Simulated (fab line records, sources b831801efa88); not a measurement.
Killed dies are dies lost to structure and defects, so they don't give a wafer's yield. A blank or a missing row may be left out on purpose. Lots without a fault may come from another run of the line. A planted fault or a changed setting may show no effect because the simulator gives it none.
Which tool did it? | flow gf180mcu | 6 lots, 18 wafers sampled, at 2 steps of a route of 602

WHAT THE GAUGES READ, wafer by wafer
GF_MVPSD_TW_MEAS_11.
lot  | measured    | on            | MVPSD_TW
L993 | day 5 20:53 | film_metro-02 | 543 547 548
L995 | day 6 06:29 | film_metro-02 | 545 546 545
L997 | day 6 17:02 | film_metro-04 | 554 554 551
L101 | day 7 19:56 | film_metro-02 | 550 547 546
L106 | day 9 01:05 | film_metro-01 | 741 742 741
L109 | day 9 18:49 | film_metro-01 | 547 546 546

WHICH TOOL RAN EACH LOT (tool, then ch and the chambers of the sampled wafers, then the start)
lot  | GF_MVPSD_IMPLANT_09
L993 | implanter-04 ch 0, day 5 20:38
L995 | implanter-01 ch 0, day 6 06:14
L997 | implanter-01 ch 0, day 6 16:47
L101 | implanter-04 ch 0, day 7 19:41
L106 | implanter-04 ch 0, day 9 00:50
L109 | implanter-03 ch 0, day 9 18:35
- GF_MVPSD_IMPLANT_09

THE ANSWER, worked out from the rows above alone
Rule: what is usual is taken from the lots themselves. Put in order of their means at a reading, lots are off if they are a third of the lots or fewer, leave a main group of 4 or more, and stand apart from it by a gap of 3 or more times the standard deviation of the main group's means; of several such gaps the widest counts. A main group whose means are all the same, to the digits that the tables above print for the reading, isn't used. A lot without any number at a reading at which 4 lots or more have one is off too. The other lots that the step has rows for count as sound.
Off: L106, at GF_MVPSD_TW_MEAS_11 (MVPSD_TW). The main group: mean 548, standard deviation 2.8.
A tool fits if, at a process step before that reading, it ran every lot that is off, and no sound lot after the first of them. The gauges at GF_MVPSD_TW_MEAS_11 are tried like those tools. One fits: implanter-04 at GF_MVPSD_IMPLANT_09. Its last sound lot is L101 (day 7 19:41), its first lot that is off L106 (day 9 00:50): a fault that began between those two fits.

WHAT THE SIMULATOR HAD PUT IN
Process parameter drift: implanter-04, from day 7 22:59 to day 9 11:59, at GF_MVPSD_IMPLANT_09. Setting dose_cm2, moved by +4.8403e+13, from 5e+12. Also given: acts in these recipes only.
Lots struck among those shown: L106. The rule above found the same.
